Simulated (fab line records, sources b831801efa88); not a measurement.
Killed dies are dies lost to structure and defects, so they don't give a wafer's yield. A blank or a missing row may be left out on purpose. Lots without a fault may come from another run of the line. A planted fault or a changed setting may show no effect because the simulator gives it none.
Which tool did it? | flow gf180mcu | 12 lots, 35 wafers sampled, at 3 steps of a route of 602

WHAT THE GAUGES READ, wafer by wafer
GF_V1_OVL_MEAS_15. Usual: V1_OVL 1 nm, standard deviation 4.7.
lot  | measured     | on         | V1_OVL (nm) | flag
L796 | day 18 07:59 | overlay-01 | 3 4 1       |
L797 | day 18 13:55 | overlay-01 | 7 3 3       |
L798 | day 19 02:00 | overlay-01 | -9 -8 -10   |
L799 | day 19 07:11 | overlay-01 | 2 5 -3      |
L800 | day 19 21:23 | overlay-02 | 4 -1 -2     |
L801 | day 20 08:18 | overlay-01 | 8 5 10      |
L802 | day 20 12:56 | overlay-01 | 3 11 2      |
L806 | day 22 09:33 | overlay-01 | -6 0 2      |
L808 | day 23 07:06 | overlay-01 | -4 -1       |
L813 | day 24 17:11 | overlay-01 | -1 2 3      |
L815 | day 25 05:19 | overlay-01 | -4 -1 -5    |
L819 | day 26 12:13 | overlay-02 | 8 9 9       |

GF_V1_THK_MEAS_25: measures by xrf. Usual: V1_W_THK 347 nm, standard deviation 5.6.
lot  | measured     | on            | V1_W_THK (nm) | flag
L796 | day 18 09:03 | film_metro-03 | 343 345 341   |
L797 | day 18 14:59 | film_metro-03 | 342 341 341   |
L798 | day 19 03:02 | film_metro-03 | 336 335 341   |
L799 | day 19 08:13 | film_metro-01 | 346 346 354   |
L800 | day 19 22:26 | film_metro-02 | 350 351 345   |
L801 | day 20 09:28 | film_metro-03 | 348 348 349   |
L802 | day 20 13:58 | film_metro-03 | 344 345 341   |
L806 | day 22 10:35 | film_metro-03 | 342 337 343   |
L808 | day 23 08:09 | film_metro-03 | 338 349       |
L813 | day 24 18:15 | film_metro-03 | 343 339 338   |
L815 | day 25 06:21 | film_metro-02 | 347 348 351   |
L819 | day 26 13:15 | film_metro-02 | 354 360 353   |

GF_V4_THK_MEAS_03. Usual: V4_CVD_02_THK 848 nm, standard deviation 12.
lot  | measured     | on            | V4_CVD_02_THK (nm) | flag
L796 | day 23 17:23 | film_metro-02 | 851 844 856        |
L797 | day 23 21:44 | film_metro-01 | 835 826 845        |
L798 | day 24 09:34 | film_metro-02 | 833 854 832        |
L799 | day 24 13:41 | film_metro-02 | 847 858 857        |
L800 | day 25 03:27 | film_metro-04 | 851 841 843        |
L801 | day 25 13:01 | film_metro-02 | 841 849 847        |
L802 | day 25 16:55 | film_metro-04 | 835 840 841        |
L806 | day 27 09:43 | film_metro-04 | 831 849 866        |
L808 | day 28 03:40 | film_metro-02 | 852 853            |
L813 | day 29 09:56 | film_metro-04 | 840 854 861        |
L815 | day 29 19:01 | film_metro-04 | 860 863 858        |
L819 | day 30 22:49 | film_metro-01 | 834 825 829        |

WHICH TOOL RAN EACH LOT (tool, then ch and the chambers of the sampled wafers, then the start)
The record holds no process step before these readings.

WHAT THE TOOLS THEMSELVES READ (means of the sampled wafers that have a number; where no wafer has one, the mark that the record gives instead)
The record holds no such reading with a usual standard deviation.

THE ANSWER, worked out from the rows above alone
Rule: a lot is off if the mean of its wafers that have a number lies more than 3 standard deviations from the usual mean. A lot without any number at a reading at which 4 lots or more have one is off too. The other lots that the step has rows for count as sound. The gauges are gone through in route order, then the tools' own readings, and for those a lot's mean is taken as printed above. The first step at which some lot is off is used, and at that step the reading that is off furthest; a lot without a number counts as furthest.
No lot is off at any reading shown: from this, nothing can be told.

WHAT THE SIMULATOR HAD PUT IN
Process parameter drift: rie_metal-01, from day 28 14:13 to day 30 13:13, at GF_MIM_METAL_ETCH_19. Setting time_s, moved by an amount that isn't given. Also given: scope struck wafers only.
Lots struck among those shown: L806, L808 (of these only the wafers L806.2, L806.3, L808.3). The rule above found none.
